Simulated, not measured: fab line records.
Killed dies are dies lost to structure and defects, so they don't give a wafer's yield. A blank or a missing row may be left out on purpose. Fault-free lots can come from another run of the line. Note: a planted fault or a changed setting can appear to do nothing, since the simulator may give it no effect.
Which tool did it? ; flow sky130 ; Sampling: 14 lots, 41 wafers, 4 of 708 route steps

## WHAT EACH GAUGE READ, for each wafer
SKY_METAL3_CD_MEAS_13: target cd 300 nm. Usual: cdNm at 300.2 nm, with a standard deviation of 1.4.
lot;measured;on;cdNm (nm);flag
L240;day 39 13:00;cdSem-02;301.0 300.7 299.4;
L241;day 39 14:38;cdSem-02;300.3 299.3 300.2;
L243;day 39 14:56;cdSem-02;300.3 300.3 299.4;
L242;day 39 16:12;cdSem-01;296.2 298.5 297.8;
L244;day 41 09:29;cdSem-02;280.2 244.8;OFF
L245;day 41 09:49;cdSem-02;230.5 283.8 224.5;OFF
L249;day 41 21:56;cdSem-02;301.5 300.1 300.9;
L253;day 42 09:38;cdSem-02;300.3 299.4 300.4;
L255;day 42 19:59;cdSem-01;299.6 300.4 299.0;
L258;day 43 17:25;cdSem-01;300.4 300.2 298.3;
L259;day 44 06:31;cdSem-01;300.9 300.9 300.9;
L260;day 44 09:56;cdSem-02;295.8 298.3 298.3;
L261;day 44 19:40;cdSem-01;301.3 301.1 303.3;
L263;day 45 03:56;cdSem-01;298.5 298.4 300.8;

## EACH LOT AND THE TOOL THAT RAN IT (in order: tool; ch and the chambers of the sampled wafers; start)
lot;SKY_VIA2_SPUTTER_20;SKY_CAPM_CVD_00;SKY_METAL3_EXPOSE_10
L240;pvdSputter-03, day 37 07:46;pecvd-04 ch 0,1,2, day 37 08:35;krfScanner-02 ch 0, day 39 00:53
L241;pvdSputter-01, day 37 10:01;pecvd-01 ch 0,1, day 37 10:51;krfScanner-02 ch 0, day 39 01:57
L243;pvdSputter-02, day 37 10:25;pecvd-04 ch 0,1,2, day 37 11:15;krfScanner-01 ch 0, day 39 02:56
L242;pvdSputter-03, day 37 12:22;pecvd-01 ch 0,1,2, day 37 13:20;krfScanner-01 ch 0, day 39 04:26
L244;pvdSputter-03, day 39 07:20;pecvd-01 ch 0,1, day 39 08:17;krfScanner-01 ch 0, day 40 20:41
L245;pvdSputter-01, day 39 07:35;pecvd-02 ch 0,1,2, day 39 08:29;krfScanner-01 ch 0, day 40 21:07
L249;pvdSputter-03, day 39 20:02;pecvd-01 ch 1,2, day 39 20:51;krfScanner-02 ch 0, day 41 10:59
L253;pvdSputter-01, day 40 07:11;pecvd-04 ch 0,1, day 40 08:01;krfScanner-02 ch 0, day 41 21:23
L255;pvdSputter-03, day 40 19:28;pecvd-01 ch 1,2, day 40 20:17;krfScanner-02 ch 0, day 42 09:55
L258;pvdSputter-01, day 41 18:03;pecvd-01 ch 0,1,2, day 41 18:52;krfScanner-01 ch 0, day 43 06:44
L259;pvdSputter-01, day 42 08:58;pecvd-02 ch 0,2, day 42 09:47;krfScanner-01 ch 0, day 43 19:25
L260;pvdSputter-01, day 42 11:25;pecvd-04 ch 0,1,2, day 42 12:24;krfScanner-01 ch 0, day 43 22:22
L261;pvdSputter-01, day 42 20:31;pecvd-04 ch 0,2, day 42 22:04;krfScanner-02 ch 0, day 44 08:38
L263;pvdSputter-02, day 43 05:52;pecvd-04 ch 0,2, day 43 06:41;krfScanner-02 ch 0, day 44 16:53
- SKY_VIA2_SPUTTER_20: material TiN, target thk 20 nm, time 80 s.
- SKY_CAPM_CVD_00: deposits SiO2, target thk 15.5 nm.
- SKY_METAL3_EXPOSE_10: exposes mask MM3, target cd 300 nm.

## AS READ BY THE TOOLS THEMSELVES (means over the sampled wafers that have a number; for cases with no such wafer, the mark the record gives instead)
SKY_VIA2_SPUTTER_20. Usual: throttleValvePct at 30.1 %, with a standard deviation of 0.91.
lot;tool;throttleValvePct (%);flag
L240;pvdSputter-03;29.9;
L241;pvdSputter-01;30.0;
L243;pvdSputter-02;29.2;
L242;pvdSputter-03;30.1;
L244;pvdSputter-03;30.8;
L245;pvdSputter-01;30.2;
L249;pvdSputter-03;29.8;
L253;pvdSputter-01;30.1;
L255;pvdSputter-03;30.0;
L258;pvdSputter-01;31.5;
L259;pvdSputter-01;30.7;
L260;pvdSputter-01;30.5;
L261;pvdSputter-01;29.4;
L263;pvdSputter-02;30.3;

SKY_CAPM_CVD_00. Usual: heaterPowerW 661 W, standard deviation 79; rfFwdPowerW 441.1 W, standard deviation 2.8.
lot;tool;heaterPowerW (W);rfFwdPowerW (W);flag
L240;pecvd-04;662;441.4;
L241;pecvd-01;561;442.2;
L243;pecvd-04;664;439.0;
L242;pecvd-01;638;444.4;
L244;pecvd-01;656;443.5;
L245;pecvd-02;649;439.4;
L249;pecvd-01;543;443.6;
L253;pecvd-04;757;440.0;
L255;pecvd-01;627;442.6;
L258;pecvd-01;621;443.8;
L259;pecvd-02;602;439.6;
L260;pecvd-04;702;439.9;
L261;pecvd-04;662;440.9;
L263;pecvd-04;640;439.7;

## THE ANSWER, worked out from the rows above alone
Rule: take the mean of a lot's wafers that have a number; if it is more than 3 standard deviations from the usual mean, the lot is off. Also off: a lot with no number at a reading for which 4 or more lots have one. The other lots that the step has rows for count as sound. After the gauges, taken in route order, come the tools' own readings; for these a lot's mean is taken, as printed above. The first step at which some lot is off is used, and at that step the reading that is off furthest; a lot without a number counts as furthest.
Off: L244, L245 (SKY_METAL3_CD_MEAS_13, cdNm).
A tool fits if, at a process step before that reading, it ran every lot that is off, and no sound lot after the first of them. Gauges at SKY_METAL3_CD_MEAS_13: tried the same way as those tools. No candidate that was tried fits.

## WHAT THE SIMULATOR HAD PUT IN
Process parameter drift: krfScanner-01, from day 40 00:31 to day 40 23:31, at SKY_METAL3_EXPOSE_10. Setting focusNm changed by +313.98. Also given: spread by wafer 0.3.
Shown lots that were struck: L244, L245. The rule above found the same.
